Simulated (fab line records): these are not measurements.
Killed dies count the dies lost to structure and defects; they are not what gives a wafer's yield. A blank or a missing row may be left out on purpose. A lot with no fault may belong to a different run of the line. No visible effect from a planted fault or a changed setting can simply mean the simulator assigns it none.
Problem report, 8D (eight disciplines) form, completed by code / flow gf180mcu / the parts of the form that need people (team, actions taken, sign-off) are left out

1. PROBLEM STATEMENT
spikeTcCentreC at GF_DUAL_GATE_OXIDATION_15 reads a mean of 837.4 C on 6 wafers of 2 lots; wafers without a fault read 850.5 C with a standard deviation of 0.93. That puts it -14 standard deviations away from the usual mean.
The step: stabilise 600 s, purge 300 s, target thk 7.098 nm.
Seen first at day 13 23:49 on furnace-02, wafer L838.3. The record has a number at this step for 42 wafers belonging to 14 lots. The rule behind "out" and "out of limits": a value lying over 4 standard deviations away from the usual mean. All remaining wafers that have a number are taken as sound.

2. WHAT IT IS, AND WHAT IT ISN'T
question=which readings at this step | is=spikeTcCentreC, spikeTcBottomC, spikeTcLowerC, spikeTcTopC, spikeTcUpperC | is not=tube_center_temp_C_max
question=which lots | is=L838, L841 | is not=L819, L822, L823, L824, L825, L826, L827, L830, L833, L835, L840, L842
question=which wafers of those lots | is=all that have a number | is not=-
question=read on which tools | is=furnace-02 | is not=furnace-01
question=when | is=from day 13 23:49 | is not=up to then (30 sound wafers); but 6 sound wafers of L840, L842 came after

3. THE SUSPECTS, EACH WITH WHAT RULES IT OUT
Counting: a tool stays on the suspect list if, at a process step up to the reading, it processed all lots that are out and no sound lot following the first of them.
- furnace-02 at GF_DUAL_GATE_OXIDATION_15 (stabilise 600 s, purge 300 s, target thk 7.098 nm): kept. It ran every lot that is out, first L838 (day 13 23:49), and no sound lot after that; its last sound lot up to then is L835 (day 13 03:17). Its own readings are out on those wafers: spikeTcBottomC, spikeTcCentreC, spikeTcLowerC, spikeTcTopC, spikeTcUpperC.
Remaining after the count: furnace-02 at GF_DUAL_GATE_OXIDATION_15.

4. THE CAUSE (what the simulator had put in)
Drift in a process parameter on furnace-02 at GF_DUAL_GATE_OXIDATION_15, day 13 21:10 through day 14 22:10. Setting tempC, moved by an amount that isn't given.
The count eliminated every tool but this one.

5. SEQUENCE OF EFFECTS, ordered by route
One row per reading whose mean, taken over the struck wafers that have a number, lies over 3 standard deviations from the usual. Only readings for which the record gives a usual standard deviation are gone through. hours: the time from each lot's start at the first step in this table that gives one to its start at this step, as a median over the lots. sigmas: the change in usual standard deviations.
hours=0; step=GF_DUAL_GATE_OXIDATION_15; reading=spikeTcBottomC; usual=866.8 C; on struck wafers=852.4; change=-14.4; sigmas=-6.3
hours=0; step=GF_DUAL_GATE_OXIDATION_15; reading=spikeTcCentreC; usual=850.5 C; on struck wafers=837.4; change=-13.1; sigmas=-14
hours=0; step=GF_DUAL_GATE_OXIDATION_15; reading=spikeTcLowerC; usual=851.4 C; on struck wafers=838.7; change=-12.7; sigmas=-13
hours=0; step=GF_DUAL_GATE_OXIDATION_15; reading=spikeTcTopC; usual=860.7 C; on struck wafers=847.8; change=-12.9; sigmas=-8.6
hours=0; step=GF_DUAL_GATE_OXIDATION_15; reading=spikeTcUpperC; usual=850.0 C; on struck wafers=837.2; change=-12.8; sigmas=-13
Process steps it contains:
- GF_DUAL_GATE_OXIDATION_15: stabilise 600 s, purge 300 s, target thk 7.098 nm.

6. WHAT WOULD HAVE CAUGHT IT SOONER
The fault began at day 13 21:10; the first out-of-limits reading in this record came at day 13 23:49, 3 hours later.
